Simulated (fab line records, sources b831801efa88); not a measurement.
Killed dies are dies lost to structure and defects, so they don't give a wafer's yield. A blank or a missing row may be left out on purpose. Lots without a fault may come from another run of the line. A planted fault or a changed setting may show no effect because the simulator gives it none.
Problem report in the 8D (eight disciplines) form, filled by code | flow sky130 | the parts of the form that need people (team, actions taken, sign-off) are left out

1. THE PROBLEM
SD_P_TW at SKY_SD_P_TW_MEAS_11 reads a mean of 2620 on 2 wafers of 2 lots; wafers without a fault read 2826 with a standard deviation of 33. That is -6.3 standard deviations from the usual mean.
First seen on wafer L384.1, day 27 06:46, on film_metro-02. The record holds 38 wafers of 13 lots with a number at this step. Rule for "out", or "out of limits": more than 4 standard deviations from the usual mean. The other wafers with a number count as sound.

2. WHAT IT IS AND WHAT IT IS NOT
question                    | is                           | is not
which readings at this step | SD_P_TW                      | -
which lots                  | L384, L386                   | L380, L381, L382, L383, L393, L394, L396, L397, L398, L399, L401
which wafers of those lots  | L384.1, L386.1               | L384.3, L384.4, L386.3
read on which gauges        | film_metro-02, film_metro-03 | film_metro-01
when                        | from day 27 06:46            | up to then (14 sound wafers); but 22 sound wafers of L386, L393, L394, L396, L397, L398, L399, L401 came after

3. SUSPECTS, AND WHAT RULES EACH OUT
Counting: a tool at a process step up to the reading stays a suspect if it ran every lot that is out. Sound lots after the first of them don't rule it out here, since some wafers of a struck lot are sound.
- the gauge at SKY_SD_P_TW_MEAS_11: ruled out. The wafers that are out were read on 2 gauges (film_metro-02, film_metro-03).
- implanter-02 at SKY_SD_P_IMPLANT_09: kept. It ran every lot that is out, first L384 (day 27 06:31); its last sound lot up to then is L383 (day 26 20:01).
- plasma_asher-01 at SKY_SD_P_STRIP_10 (strips in O2/N2): kept. It ran every lot that is out, first L384 (day 27 06:40); its last sound lot up to then is L383 (day 26 20:10). Its own readings are out on those wafers: strip_time_to_endpoint_s.
Left after counting: implanter-02 at SKY_SD_P_IMPLANT_09, plasma_asher-01 at SKY_SD_P_STRIP_10.

4. THE CAUSE (what the simulator had put in)
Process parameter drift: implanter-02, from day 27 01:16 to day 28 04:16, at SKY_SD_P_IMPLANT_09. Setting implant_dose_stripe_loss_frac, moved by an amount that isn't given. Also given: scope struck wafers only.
Counting left 2 suspects, and this tool is among them.

5. THE CHAIN OF EFFECTS, in route order
Each row: a reading whose mean over the struck wafers that have a number lies more than 3 standard deviations from the usual. Only readings for which the record gives a usual standard deviation are gone through. hours: the time from each lot's start at the first step in this table that gives one to its start at this step, as a median over the lots. sigmas: the change in usual standard deviations.
hours | step                | reading                  | usual        | on struck wafers | change | sigmas
0     | SKY_SD_P_STRIP_10   | strip_time_to_endpoint_s | 17.50 s      | 16.80            | -0.70  | -17
0     | SKY_SD_P_TW_MEAS_11 | SD_P_TW                  | 2826         | 2620             | -206   | -6.3
58    | SKY_SD_N_RS_MEAS_17 | SD_P_RS                  | 147.0 ohm/sq | 153.4            | +6.4   | +21
The process steps in it:
- SKY_SD_P_STRIP_10: strips in O2/N2.

6. WHAT WOULD HAVE CAUGHT IT SOONER
In this record the first reading out of limits at a measuring or inspecting step was taken at day 27 06:46, 6 hours after the fault began at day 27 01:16.
Of the tool readings at SKY_SD_P_IMPLANT_09 for which the record gives a usual standard deviation, none was out on any struck wafer, so an alarm limit of 4 standard deviations on them would not have fired.
Of the lots that are out (2), L386 began SKY_SD_P_IMPLANT_09 on implanter-02 after day 27 06:46. A hold on the tool at that time would have spared it.
